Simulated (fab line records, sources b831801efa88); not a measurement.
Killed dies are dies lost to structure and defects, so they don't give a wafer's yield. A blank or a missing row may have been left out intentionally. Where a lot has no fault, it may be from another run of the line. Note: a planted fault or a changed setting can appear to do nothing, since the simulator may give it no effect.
fab line records	flow sky130
[record] lots = 7	wafers = 21	last_day = 50
route steps=708 shown METAL4@622
lots that met no fault: from a run of the same line without faults
start_h: hours from the record's first day to the start of the lot's first wafer shown	wait_h: hours elapsed since this lot's preceding step	" the same as in the row above	L1.1+2: one row covering several wafers at once	- either no value or no given start	* or withheld: withheld	< > ~ a bound
route shown NAME@n: a module of which the file shows steps, and the number in the route of the first	usual: the fault-free wafers' mean and standard deviation	same: alike in all rows	chamber/n: place in a boat	sites: readings site by site	_std_site: the standard deviation of these	_edge_site: mean of outer sites minus mean of inner sites	radius_mm: for every site, how far away it sits from the centre of the wafer	mask NAME#n: copy n	behind: the last tool/chamber to shape the wafer	hold: what put the lot on hold/how long, in hours/how the hold closed	device: names the non-switching transistor (n, p or np)	end of line: tests of these same wafers at the route's end	step lacking rows: just its recipe	killed: the dies lost at the first sort to structure and to defects; this is not the yield of the wafer	map: a wafer's dies, x killed, . not, _ none there
set.NAME: the setting as run; set.NAME@STEP: as run at that earlier step	model.NAME: the simulator's own value behind a step, which no gauge read
certain route steps with their lots: each step a table, each wafer a row
services: the hour from which a tool's chamber was out of use, counted from the record's first day as start_h (under 0 if before that day), plus the number of hours and why
[[steps]]
[step SKY_METAL4_HMDS_06]
[recipe] prime_time_s = 60	prime_temp_c = 120
[step SKY_METAL4_COAT_07]
[recipe] resist = BARC	temp_c = withheld	time_s = withheld	spin_rpm = 3000	resist_thk_nm = 60
[step SKY_METAL4_COAT_08]
[recipe] resist = KrF-thick	spin_rpm = 3000	resist_thk_nm = 1140
[step SKY_METAL4_SOFTBAKE_09]
[recipe] temp_c = 100	time_s = 90	resist = KrF-thick
[step SKY_METAL4_EXPOSE_10]
[recipe] mask_id = MM4	na = 0.68	source_shape = annular	sigma_inner = 0.4	sigma_outer = 0.8	target_cd_nm = 300	dose_mj = 28
[step SKY_METAL4_PEB_11]
[recipe] peb_temp_c = withheld	peb_time_s = withheld	resist = KrF-thick
[step SKY_METAL4_DEVELOP_12]
[recipe] develop_time_s = 60	resist = KrF-thick	dev_temp_c = 21
[step SKY_METAL4_CD_MEAS_13]
[recipe] target_cd_nm = 300
[usual] cd_nm = 300.2/1.6
lot.wafer	tool	chamber	start_h	wait_h	cd_nm
L504.1	cd_sem-02	-	987.60	-	299.3
L504.3	"	-	"	"	300.0
L504.5	"	-	"	"	298.9
L508.1	cd_sem-01	-	1013.20	-	299.8
L508.4	"	-	"	"	300.3
L508.6	"	-	"	"	301.1
L513.2	cd_sem-01	-	1052.36	-	298.2
L513.3	"	-	"	"	297.9
L513.4	"	-	"	"	298.1
L514.2	cd_sem-01	-	1056.41	-	300.7
L514.5	"	-	"	"	299.9
L514.6	"	-	"	"	300.1
L515.2	cd_sem-01	-	1065.91	-	300.2
L515.4	"	-	"	"	300.1
L515.6	"	-	"	"	298.9
L516.1	cd_sem-02	-	1068.80	-	299.3
L516.2	"	-	"	"	299.2
L516.4	"	-	"	"	299.0
L527.2	cd_sem-01	-	1126.86	-	301.5
L527.3	"	-	"	"	302.2
L527.5	"	-	"	"	301.5
[step SKY_METAL4_OVL_MEAS_14]
[usual] METAL4_OVL = 0/5.2
lot.wafer	tool	chamber	start_h	wait_h	METAL4_OVL[nm]
L504.1	overlay-01	-	987.72	0.1	-5
L504.3	"	-	"	"	-3
L504.5	"	-	"	"	-2
L508.1	overlay-01	-	1013.32	0.1	2
L508.4	"	-	"	"	3
L508.6	"	-	"	"	-1
L513.2	overlay-02	-	1052.47	0.1	-2
L513.3	"	-	"	"	6
L513.4	"	-	"	"	7
L514.2	overlay-01	-	1056.52	0.1	-4
L514.5	"	-	"	"	-9
L514.6	"	-	"	"	-2
L515.2	overlay-01	-	1066.02	0.1	3
L515.4	"	-	"	"	1
L515.6	"	-	"	"	5
L516.1	overlay-02	-	1068.92	0.1	6
L516.2	"	-	"	"	6
L516.4	"	-	"	"	9
L527.2	overlay-01	-	1126.97	0.1	0
L527.3	"	-	"	"	-1
L527.5	"	-	"	"	6
[step SKY_METAL4_DESCUM_15]
[recipe] chemistry = O2	source_power_w = 150	bias_power_w = 0	pressure_mtorr = 10	temp_c = 40	time_s = 8
[usual] drypump_motor_current_A = 5.7/0.49	oes_product_au = 1.009/0.014
lot.wafer	tool	chamber	start_h	wait_h	drypump_motor_current_A	oes_product_au	rf_hours_counter_h
L504.1	rie_metal-01	1	987.75	0.0	6.6	0.989	12
L504.3	"	1	"	"	6.6	0.985	-
L504.5	"	1	"	"	6.7	0.992	-
L508.1	rie_metal-04	0	1013.35	0.0	5.1	1.018	11
L508.4	"	1	"	"	5.8	1.017	-
L508.6	"	1	"	"	5.8	1.035	-
L513.2	rie_metal-04	1	1052.50	0.0	5.8	1.017	18
L513.3	"	1	"	"	5.8	1.023	-
L513.4	"	0	"	"	5.1	1.025	-
L514.2	rie_metal-04	0	1056.55	0.0	5.0	1.024	13
L514.5	"	0	"	"	5.1	1.020	-
L514.6	"	1	"	"	5.8	1.011	-
L515.2	rie_metal-04	0	1066.05	0.0	5.1	1.017	14
L515.4	"	0	"	"	5.1	1.024	-
L515.6	"	0	"	"	5.1	1.021	-
L516.1	rie_metal-02	1	1068.95	0.0	5.8	1.002	1
L516.2	"	0	"	"	5.3	1.013	10
L516.4	"	1	"	"	5.8	1.000	-
L527.2	rie_metal-01	0	1127.00	0.0	5.6	0.992	19
L527.3	"	1	"	"	6.6	1.000	-
L527.5	"	1	"	"	6.7	0.999	-
[step SKY_METAL4_ETCH_16]
[recipe] chemistry = N2/H2	target = BARC	ion_energy_ev = 200	bias_w = 100	pressure_mtorr = 30	n2_flow_sccm = 100	h2_flow_sccm = 200	icp_w = 500	stop_on = SiO2	time_s = 88.2	target_depth_a = 600
[usual] drypump_motor_current_A = 5.7/0.5	oes_product_au = 0.626/0.0046	run_length_s = 116.8/0.76	throttle_valve_pct = 13.206/0.0089
lot.wafer	tool	chamber	start_h	wait_h	drypump_motor_current_A	oes_product_au	rf_hours_counter_h	run_length_s	throttle_valve_pct
L504.1	rie_metal-01	1	987.79	0.0	6.6	0.632	12	116.2	13.217
L504.3	"	1	"	"	6.6	0.624	-	116.4	13.205
L504.5	"	1	"	"	6.6	0.626	-	116.2	13.215
L508.1	rie_metal-04	0	1013.39	0.0	5.1	0.619	11	117.0	13.194
L508.4	"	1	"	"	5.8	0.628	-	116.0	13.193
L508.6	"	1	"	"	5.8	0.626	-	116.6	13.211
L513.2	rie_metal-04	1	1052.53	0.0	5.8	0.618	18	116.4	13.209
L513.3	"	1	"	"	5.8	0.621	-	116.8	13.218
L513.4	"	0	"	"	5.1	0.624	-	117.0	13.208
L514.2	rie_metal-04	0	1056.58	0.0	5.1	0.631	13	117.2	13.198
L514.5	"	0	"	"	5.1	0.626	-	117.8	13.211
L514.6	"	1	"	"	5.8	0.630	-	116.1	13.218
L515.2	rie_metal-04	0	1066.08	0.0	5.1	0.623	14	116.9	13.197
L515.4	"	0	"	"	5.1	0.626	-	117.4	13.204
L515.6	"	0	"	"	5.1	0.629	-	117.3	13.198
L516.1	rie_metal-02	1	1068.99	0.0	5.8	0.632	1	117.3	13.198
L516.2	"	0	"	"	5.3	0.626	10	117.0	13.200
L516.4	"	1	"	"	5.8	0.624	-	117.3	13.217
L527.2	rie_metal-01	0	1127.03	0.0	5.7	0.627	19	116.0	13.197
L527.3	"	1	"	"	6.6	0.629	-	116.5	13.203
L527.5	"	1	"	"	6.7	0.631	-	116.3	13.201
[step SKY_METAL4_ETCH_17]
[recipe] target = SiO2	stop_on = TiN	chemistry = C4F8/O2/Ar	source_w = 1500	bias_w = 1200	pressure_mtorr = 40	c4f8_flow_sccm = withheld	O2_flow_sccm = 6	Ar_flow_sccm = 300	time_s = 3.9	target_depth_a = 150
[usual] oes_product_au = 0.758/0.0073
lot.wafer	tool	chamber	start_h	wait_h	oes_product_au	rf_hours_counter_h
L504.1	rie_diel-01	3	987.88	0.1	0.753	6
L504.3	"	2	"	"	0.748	27
L504.5	"	1	"	"	0.752	-
L508.1	rie_diel-02	0	1013.48	0.1	0.756	26
L508.4	"	2	"	"	0.758	5
L508.6	"	1	"	"	0.765	-
L513.2	rie_diel-01	1	1052.63	0.1	0.751	12
L513.3	"	2	"	"	0.750	29
L513.4	"	0	"	"	0.755	15
L514.2	rie_diel-02	3	1056.68	0.1	0.747	25
L514.5	"	1	"	"	0.757	-
L514.6	"	2	"	"	0.760	-
L515.2	rie_diel-01	0	1066.18	0.1	0.750	15
L515.4	"	2	"	"	0.761	29
L515.6	"	3	"	"	0.758	-
L516.1	rie_diel-04	2	1069.08	0.1	0.766	4
L516.2	"	3	"	"	0.772	8
L516.4	"	0	"	"	0.765	13
L527.2	rie_diel-04	0	1127.13	0.1	0.741	15
L527.3	"	3	"	"	0.760	10
L527.5	"	3	"	"	0.750	-
[step SKY_METAL4_METAL_ETCH_18]
[recipe] target_depth_a = 8450	stop_on = SiO2	over_etch_frac = 0.3	time_s = 183.1	chemistry = Cl2/BCl3	resist_sidewall_deg = 88	pressure_mtorr = 10	icp_w = 900	bias_w = 48.5	Cl2_flow_sccm = 60	bcl3_flow_sccm = 30
[usual] drypump_motor_current_A = 5.8/0.53	oes_product_au = 0.866/0.0071	run_length_s = 211.4/0.41	throttle_valve_pct = 22.265/0.0093
lot.wafer	tool	chamber	start_h	wait_h	drypump_motor_current_A	oes_product_au	rf_hours_counter_h	run_length_s	throttle_valve_pct	model.KrF-thick_of_METAL4_COAT_08.thk_nm
L504.1	rie_metal-02	1	987.90	0.0	5.8	0.872	21	212.2	22.276	508.7
L504.3	"	1	"	"	5.8	0.867	-	212.4	22.270	506.2
L504.5	"	1	"	"	5.8	0.865	-	211.8	22.272	506.8
L508.1	rie_metal-01	1	1013.50	0.0	6.6	0.873	14	211.1	22.257	527.2
L508.4	"	0	"	"	5.6	0.871	-	211.1	22.278	524.7
L508.6	"	0	"	"	5.6	0.874	-	211.1	22.285	522
L513.2	rie_metal-01	1	1052.65	0.0	6.6	0.861	17	211.1	22.255	501.8
L513.3	"	0	"	"	5.6	0.863	-	211.0	22.261	522.7
L513.4	"	1	"	"	6.7	0.916	-	203.1	22.258	534.2
L514.2	rie_metal-01	1	1056.70	0.0	6.6	0.868	17	211.6	22.256	510.3
L514.5	"	0	"	"	5.6	0.910	-	203.1	22.263	548.2
L514.6	"	1	"	"	6.6	0.863	-	211.0	22.262	515.3
L515.2	rie_metal-02	1	1066.20	0.0	5.8	0.872	1	212.3	22.253	528.2
L515.4	"	0	"	"	5.3	0.873	-	211.4	22.265	515.3
L515.6	"	0	"	"	5.3	0.869	-	211.3	22.261	508.8
L516.1	rie_metal-01	1	1069.10	0.0	6.6	0.871	18	211.5	22.282	514
L516.2	"	0	"	"	5.6	0.860	14	211.0	22.262	523.1
L516.4	"	0	"	"	5.6	0.915	-	203.3	22.249	550.4
L527.2	rie_metal-04	0	1127.15	0.0	5.1	0.851	18	212.2	22.259	496.5
L527.3	"	1	"	"	5.8	0.864	-	211.1	22.266	503.1
L527.5	"	1	"	"	5.8	0.856	-	211.1	22.266	509.4
[step SKY_METAL4_STRIP_19]
[recipe] chemistry = O2/N2	power_w = 1400	pressure_mtorr = 1500	platen_temp_c = withheld	o2_flow_sccm = 3000	n2_flow_sccm = 300	overash_fraction = 0.5
[usual] drypump_motor_current_A = 5.9/0.47	oes_product_au = 0.498/0.0058	strip_time_to_endpoint_s = 6.43/0.094
lot.wafer	tool	chamber	start_h	wait_h	drypump_motor_current_A	oes_product_au	rf_hours_counter_h	strip_time_to_endpoint_s
L504.1	plasma_asher-02	1	988.08	0.1	6.5	0.500	24	6.34
L504.3	"	1	"	"	6.4	0.498	-	6.33
L504.5	"	0	"	"	6.3	0.494	-	6.33
L508.1	plasma_asher-04	0	1013.68	0.1	5.1	0.496	113	6.52
L508.4	"	0	"	"	5.2	0.501	-	6.51
L508.6	"	0	"	"	5.1	0.499	-	6.48
L513.2	plasma_asher-02	0	1052.83	0.1	6.3	0.492	30	6.27
L513.3	"	1	"	"	6.5	0.494	-	6.49
L513.4	"	0	"	"	6.3	0.500	-	6.60
L514.2	plasma_asher-01	0	1056.88	0.1	5.5	0.499	96	6.37
L514.5	"	1	"	"	5.5	0.515	-	6.76
L514.6	"	0	"	"	5.5	0.494	-	6.42
L515.2	plasma_asher-02	0	1066.38	0.1	6.3	0.503	32	6.54
L515.4	"	0	"	"	6.3	0.497	-	6.41
L515.6	"	1	"	"	6.5	0.490	-	6.36
L516.1	plasma_asher-02	1	1069.28	0.1	6.5	0.502	32	6.39
L516.2	"	0	"	"	6.3	0.503	32	6.50
L516.4	"	1	"	"	6.4	0.512	-	6.76
L527.2	plasma_asher-02	0	1127.33	0.1	6.3	0.496	38	6.21
L527.3	"	1	"	"	6.5	0.491	-	6.29
L527.5	"	1	"	"	6.5	0.501	-	6.37
[step SKY_METAL4_STRIP_20]
[recipe] chemistry = post_etch_residue_remover	time_s = 1200	temp_c = 72.5
[[services]]
tool	chamber	start_h	hours	kind
rie_diel-01	1	965.96	2.2	repair
plasma_asher-01	-	973.34	0.6	repair
rie_diel-01	1	980.60	5.8	repair
rie_diel-02	0	981.71	9.3	repair
rie_diel-01	-	988.84	5.2	repair
plasma_asher-02	-	1001.97	5.1	repair
rie_metal-04	-	1006.62	2.8	pm
rie_diel-04	1	1007.97	4.5	repair
rie_metal-02	1	1020.23	7.6	repair
rie_metal-02	1	1027.87	-	clean
rie_diel-04	2	1037.73	9.1	repair
rie_diel-04	1	1045.96	9.5	repair
plasma_asher-04	-	1055.25	9.0	pm
rie_diel-02	0	1062.78	2.4	repair
rie_diel-02	-	1069.28	2.8	pm
plasma_asher-01	-	1069.34	1.6	repair
plasma_asher-02	-	1072.80	1.4	repair
rie_diel-02	2	1074.61	9.4	repair
rie_diel-02	0	1091.88	9.8	repair
plasma_asher-04	-	1105.69	16.1	repair
rie_diel-04	1	1107.77	2.5	repair
rie_metal-01	0	1111.80	1.5	repair
rie_metal-04	0	1113.05	9.0	repair
rie_diel-01	2	1117.53	14.7	repair
[[key]]
[first_sign] step = SKY_METAL4_METAL_ETCH_18	reading = run_length_s	direction = down	sigmas = 20	usual = *	struck = *
[effect] step = SKY_METAL4_METAL_ETCH_18	reading = oes_product_au	direction = up	sigmas = 6.7	usual = 0.866	struck = 0.913
[effect] step = SKY_METAL4_STRIP_19	reading = strip_time_to_endpoint_s	direction = up	sigmas = 2.9	usual = *	struck = *
[model_effect] step = SKY_METAL4_METAL_ETCH_18	value = KrF-thick_of_METAL4_COAT_08.thk_nm	without = 519.7	struck = 544.3
met_at SKY_METAL4_METAL_ETCH_18
struck_wafers L513.4,L514.5,L516.4
onset_between 1013.50 1052.65
[fault] kind = process_parameter_drift	tool = rie_metal-01	chamber = -	onset_h = 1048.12	steps = SKY_METAL4_METAL_ETCH_18	channel = time_s	offset = *	shape = step	end_h = 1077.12	scope = struck_wafers_only	acts_in = *	stated = *
